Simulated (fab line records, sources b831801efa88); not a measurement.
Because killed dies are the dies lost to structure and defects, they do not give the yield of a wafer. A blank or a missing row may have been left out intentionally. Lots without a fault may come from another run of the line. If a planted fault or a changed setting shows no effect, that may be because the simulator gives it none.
Lot-split experiment :: flow sfqLine :: route with 325 steps; 5 lots, 23 wafers read

## THE SPLIT
At SFQ_TRILAYER_M3_LITHO_COAT_075 (resist thk 600 nm), the setting spinRpm was moved away from the recipe's 3000 rpm on 8 of the 23 wafers read, by -6.8% to +7.3%. All remaining wafers had this setting at the recipe value.

There is no step in the file separating the split from the reading.

## THE READING
KrF_of_TRILAYER_M3_LITHO_COAT_075.thkNm (the simulator's own value, which no gauge read), in nm, at SFQ_TRILAYER_M3_BARC_OPEN_METAL_ETCH_100 (etches BARC in O2, target depth 125 nm, time 41.7 s). The file gives no usual value for it. Average 525.2 nm, standard deviation 2.2 nm, over the 15 wafers here run with the recipe.

wafer: L074.1
tool, chamber at the split: lithoTrack-02, 0
spinRpm as run, rpm: 3217
against the recipe: +7.2%
KrF_of_TRILAYER_M3_LITHO_COAT_075.thkNm, nm: 503.8
against lot-mates on the recipe: -22.2

wafer: L074.2
tool, chamber at the split: lithoTrack-02, 0
spinRpm as run, rpm: 3217
against the recipe: +7.2%
KrF_of_TRILAYER_M3_LITHO_COAT_075.thkNm, nm: 501.9
against lot-mates on the recipe: -24.1

wafer: L074.3
tool, chamber at the split: lithoTrack-02, 0
spinRpm as run, rpm: 3217
against the recipe: +7.2%
KrF_of_TRILAYER_M3_LITHO_COAT_075.thkNm, nm: 505.7
against lot-mates on the recipe: -20.3

wafer: L074.5
tool, chamber at the split: lithoTrack-02, 0
spinRpm as run, rpm: 3000
against the recipe: recipe
KrF_of_TRILAYER_M3_LITHO_COAT_075.thkNm, nm: 527.1
against lot-mates on the recipe: -

wafer: L074.6
tool, chamber at the split: lithoTrack-02, 0
spinRpm as run, rpm: 3000
against the recipe: recipe
KrF_of_TRILAYER_M3_LITHO_COAT_075.thkNm, nm: 525
against lot-mates on the recipe: -

wafer: L077.2
tool, chamber at the split: lithoTrack-04, 0
spinRpm as run, rpm: 3000
against the recipe: recipe
KrF_of_TRILAYER_M3_LITHO_COAT_075.thkNm, nm: 525.7
against lot-mates on the recipe: -

wafer: L077.3
tool, chamber at the split: lithoTrack-04, 0
spinRpm as run, rpm: 3000
against the recipe: recipe
KrF_of_TRILAYER_M3_LITHO_COAT_075.thkNm, nm: 529
against lot-mates on the recipe: -

wafer: L077.4
tool, chamber at the split: lithoTrack-04, 0
spinRpm as run, rpm: 3000
against the recipe: recipe
KrF_of_TRILAYER_M3_LITHO_COAT_075.thkNm, nm: 527.9
against lot-mates on the recipe: -

wafer: L077.5
tool, chamber at the split: lithoTrack-04, 0
spinRpm as run, rpm: 3000
against the recipe: recipe
KrF_of_TRILAYER_M3_LITHO_COAT_075.thkNm, nm: 525.3
against lot-mates on the recipe: -

wafer: L077.6
tool, chamber at the split: lithoTrack-04, 0
spinRpm as run, rpm: 3000
against the recipe: recipe
KrF_of_TRILAYER_M3_LITHO_COAT_075.thkNm, nm: 524.6
against lot-mates on the recipe: -

wafer: L081.1
tool, chamber at the split: lithoTrack-02, 0
spinRpm as run, rpm: 3000
against the recipe: recipe
KrF_of_TRILAYER_M3_LITHO_COAT_075.thkNm, nm: 522.9
against lot-mates on the recipe: -

wafer: L081.2
tool, chamber at the split: lithoTrack-02, 0
spinRpm as run, rpm: 3000
against the recipe: recipe
KrF_of_TRILAYER_M3_LITHO_COAT_075.thkNm, nm: 520.7
against lot-mates on the recipe: -

wafer: L081.3
tool, chamber at the split: lithoTrack-02, 0
spinRpm as run, rpm: 3000
against the recipe: recipe
KrF_of_TRILAYER_M3_LITHO_COAT_075.thkNm, nm: 521.9
against lot-mates on the recipe: -

wafer: L081.4
tool, chamber at the split: lithoTrack-02, 0
spinRpm as run, rpm: 3218
against the recipe: +7.3%
KrF_of_TRILAYER_M3_LITHO_COAT_075.thkNm, nm: 500.4
against lot-mates on the recipe: -21.4

wafer: L081.5
tool, chamber at the split: lithoTrack-02, 0
spinRpm as run, rpm: 3218
against the recipe: +7.3%
KrF_of_TRILAYER_M3_LITHO_COAT_075.thkNm, nm: 500.1
against lot-mates on the recipe: -21.7

wafer: L082.2
tool, chamber at the split: lithoTrack-03, 0
spinRpm as run, rpm: 3000
against the recipe: recipe
KrF_of_TRILAYER_M3_LITHO_COAT_075.thkNm, nm: 523.4
against lot-mates on the recipe: -

wafer: L082.3
tool, chamber at the split: lithoTrack-03, 0
spinRpm as run, rpm: 3000
against the recipe: recipe
KrF_of_TRILAYER_M3_LITHO_COAT_075.thkNm, nm: 526
against lot-mates on the recipe: -

wafer: L082.4
tool, chamber at the split: lithoTrack-03, 0
spinRpm as run, rpm: 3000
against the recipe: recipe
KrF_of_TRILAYER_M3_LITHO_COAT_075.thkNm, nm: 526.9
against lot-mates on the recipe: -

wafer: L085.1
tool, chamber at the split: lithoTrack-02, 0
spinRpm as run, rpm: 2795
against the recipe: -6.8%
KrF_of_TRILAYER_M3_LITHO_COAT_075.thkNm, nm: 545
against lot-mates on the recipe: +19.5

wafer: L085.2
tool, chamber at the split: lithoTrack-02, 0
spinRpm as run, rpm: 3000
against the recipe: recipe
KrF_of_TRILAYER_M3_LITHO_COAT_075.thkNm, nm: 525.4
against lot-mates on the recipe: -

wafer: L085.3
tool, chamber at the split: lithoTrack-02, 0
spinRpm as run, rpm: 2795
against the recipe: -6.8%
KrF_of_TRILAYER_M3_LITHO_COAT_075.thkNm, nm: 546.6
against lot-mates on the recipe: +21.1

wafer: L085.5
tool, chamber at the split: lithoTrack-02, 0
spinRpm as run, rpm: 2795
against the recipe: -6.8%
KrF_of_TRILAYER_M3_LITHO_COAT_075.thkNm, nm: 543.7
against lot-mates on the recipe: +18.2

wafer: L085.6
tool, chamber at the split: lithoTrack-02, 0
spinRpm as run, rpm: 3000
against the recipe: recipe
KrF_of_TRILAYER_M3_LITHO_COAT_075.thkNm, nm: 525.7
against lot-mates on the recipe: -

FIT RESULTS
A straight line over all 23 wafers: KrF_of_TRILAYER_M3_LITHO_COAT_075.thkNm changes by -3.06 nm for each +1% of spinRpm; r = -0.99; the points scatter about the line by 2.2 nm.
The same after taking each lot's own level away (the mean of its wafers on the recipe; 23 wafers): -2.97 nm for each +1%; r = -0.99; scatter 1.4 nm.
According to that fit, moving spinRpm by its largest amount changes the reading by 22 nm.
The lots' own levels span 521.83 to 526.50 nm, that is 2.2 times the standard deviation above.
So the lot-to-lot level changes the slope little: the two slopes agree.
Check: -21.8 nm against its lot-mates is what the line predicts for one of the wafers moved furthest among these (+7.3%) when that wafer is left out of the fit. It came out at -21.4 nm against them.

## THE OTHER SPLITS THESE WAFERS WENT THROUGH
Note: prior to the reading, these wafers also went through further splits. Each is held against what the fit with the lots' levels taken away leaves over:
other split on the same wafers: SFQ_TRILAYER_I1_VIA_BARC_OPEN_VIA_ETCH_071 sourceW
wafers away from the commonest value: 10
r with KrF_of_TRILAYER_M3_LITHO_COAT_075.thkNm (lot level and that fit taken away): +0.28

other split on the same wafers: SFQ_TRILAYER_M2_LITHO_COAT_062 resistThkNm
wafers away from the commonest value: 9
r with KrF_of_TRILAYER_M3_LITHO_COAT_075.thkNm (lot level and that fit taken away): -0.15

other split on the same wafers: SFQ_TRILAYER_M2_LITHO_PEB_060 pebTimeS
wafers away from the commonest value: 4
r with KrF_of_TRILAYER_M3_LITHO_COAT_075.thkNm (lot level and that fit taken away): +0.07

other split on the same wafers: SFQ_TRILAYER_M2_ETCH_METAL_ETCH_060 timeS
wafers away from the commonest value: 8
r with KrF_of_TRILAYER_M3_LITHO_COAT_075.thkNm (lot level and that fit taken away): +0.28

other split on the same wafers: SFQ_TRILAYER_M3_LITHO_COAT_080 resistThkNm
wafers away from the commonest value: 8
r with KrF_of_TRILAYER_M3_LITHO_COAT_075.thkNm (lot level and that fit taken away): +0.17

## THE WHOLE CHAIN: every reading that the file lists as answering this split, in the file's order
step: SFQ_TRILAYER_M3_LITHO_COAT_075
what it does: resist thk 600 nm
reading: KrF_of_TRILAYER_M3_LITHO_COAT_075.thkNm (the simulator's own value, which no gauge read)
change (the file's fit): -2.84 nm for each +1% of the setting
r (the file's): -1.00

step: SFQ_TRILAYER_M3_BARC_OPEN_METAL_ETCH_100
what it does: etches BARC in O2, target depth 125 nm, time 41.7 s
reading: KrF_of_TRILAYER_M3_LITHO_COAT_075.thkNm (the simulator's own value, which no gauge read)
change (the file's fit): -2.97 nm for each +1% of the setting
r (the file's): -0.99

## THE FILE'S OWN FIT
KrF_of_TRILAYER_M3_LITHO_COAT_075.thkNm changes by -2.97 nm for each +1% of spinRpm, r = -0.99.
